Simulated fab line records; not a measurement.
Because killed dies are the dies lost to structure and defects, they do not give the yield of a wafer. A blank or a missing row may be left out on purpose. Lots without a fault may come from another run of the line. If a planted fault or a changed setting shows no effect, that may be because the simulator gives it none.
Chamber matching / flow gf180mcu / GF_V4_CMP_04 on cmp-02: 4 sister chambers
The step polishes SiO2. 18 wafers are shown with their chamber, then 9 later ones without.

== WAFERS WITH THEIR CHAMBER ==
wafer=L340.1; chamber=1; motor_current_A (A)=12.5; time_to_endpoint_s (s)=76
wafer=L340.5; chamber=2; motor_current_A (A)=12.5; time_to_endpoint_s (s)=85
wafer=L340.6; chamber=1; motor_current_A (A)=12.3; time_to_endpoint_s (s)=86
wafer=L342.2; chamber=1; motor_current_A (A)=13.0; time_to_endpoint_s (s)=79
wafer=L342.3; chamber=2; motor_current_A (A)=12.1; time_to_endpoint_s (s)=84
wafer=L342.5; chamber=3; motor_current_A (A)=12.1; time_to_endpoint_s (s)=86
wafer=L341.2; chamber=1; motor_current_A (A)=12.8; time_to_endpoint_s (s)=75
wafer=L341.5; chamber=2; motor_current_A (A)=12.4; time_to_endpoint_s (s)=84
wafer=L341.6; chamber=1; motor_current_A (A)=12.9; time_to_endpoint_s (s)=79
wafer=L348.1; chamber=1; motor_current_A (A)=12.8; time_to_endpoint_s (s)=82
wafer=L348.2; chamber=2; motor_current_A (A)=11.8; time_to_endpoint_s (s)=81
wafer=L348.4; chamber=0; motor_current_A (A)=13.7; time_to_endpoint_s (s)=86
wafer=L349.2; chamber=1; motor_current_A (A)=12.7; time_to_endpoint_s (s)=83
wafer=L349.3; chamber=2; motor_current_A (A)=12.2; time_to_endpoint_s (s)=84
wafer=L349.4; chamber=3; motor_current_A (A)=12.3; time_to_endpoint_s (s)=82
wafer=L351.1; chamber=1; motor_current_A (A)=12.4; time_to_endpoint_s (s)=88
wafer=L351.2; chamber=3; motor_current_A (A)=13.1; time_to_endpoint_s (s)=81
wafer=L351.5; chamber=2; motor_current_A (A)=12.6; time_to_endpoint_s (s)=96

SIGNATURES (averages over the wafers above)
reading=motor_current_A; chamber 0=13.700; chamber 1=12.675; chamber 2=12.267; chamber 3=12.500; scatter within a chamber=0.319
reading=time_to_endpoint_s; chamber 0=86.00; chamber 1=81.00; chamber 2=85.67; chamber 3=83.00; scatter within a chamber=4.62
Rule: a wafer's distance from a chamber is the root of the sum, over the readings, of the square of ((its reading less the chamber's mean) divided by the reading's scatter). The wafer belongs to the nearest chamber; if the next one is less than 2 further off, it can't be placed. The scatter: the root of (the sum of the squares of (reading less its chamber's mean) over the shown wafers, divided by (wafers less chambers)).

== WAFERS MISSING THEIR CHAMBER ==
wafer=L352.1; motor_current_A (A)=12.8; time_to_endpoint_s (s)=78
wafer=L352.2; motor_current_A (A)=12.6; time_to_endpoint_s (s)=80
wafer=L352.6; motor_current_A (A)=11.5; time_to_endpoint_s (s)=86
wafer=L354.1; motor_current_A (A)=13.3; time_to_endpoint_s (s)=82
wafer=L354.2; motor_current_A (A)=12.3; time_to_endpoint_s (s)=76
wafer=L354.3; motor_current_A (A)=11.8; time_to_endpoint_s (s)=82
wafer=L361.1; motor_current_A (A)=12.9; time_to_endpoint_s (s)=81
wafer=L361.2; motor_current_A (A)=14.2; time_to_endpoint_s (s)=82
wafer=L361.4; motor_current_A (A)=12.6; time_to_endpoint_s (s)=86

== CHAMBER TAKEN BY EACH ==
wafer=L352.1; from the rows above=can't be placed: 1 or 3 or 2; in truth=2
wafer=L352.2; from the rows above=can't be placed: 1 or 3 or 2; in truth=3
wafer=L352.6; from the rows above=can't be placed: 2 or 3 or 1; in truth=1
wafer=L354.1; from the rows above=can't be placed: 0 or 1 or 3 or 2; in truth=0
wafer=L354.2; from the rows above=can't be placed: 1 or 3 or 2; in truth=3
wafer=L354.3; from the rows above=can't be placed: 2 or 3 or 1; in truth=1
wafer=L361.1; from the rows above=can't be placed: 1 or 3 or 2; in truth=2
wafer=L361.2; from the rows above=0; in truth=0
wafer=L361.4; from the rows above=can't be placed: 3 or 2 or 1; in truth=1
1 of 9 placed correctly. From these rows, 8 cannot be placed; in 8 the true chamber is one of the candidates. Wrongly placed: 0.
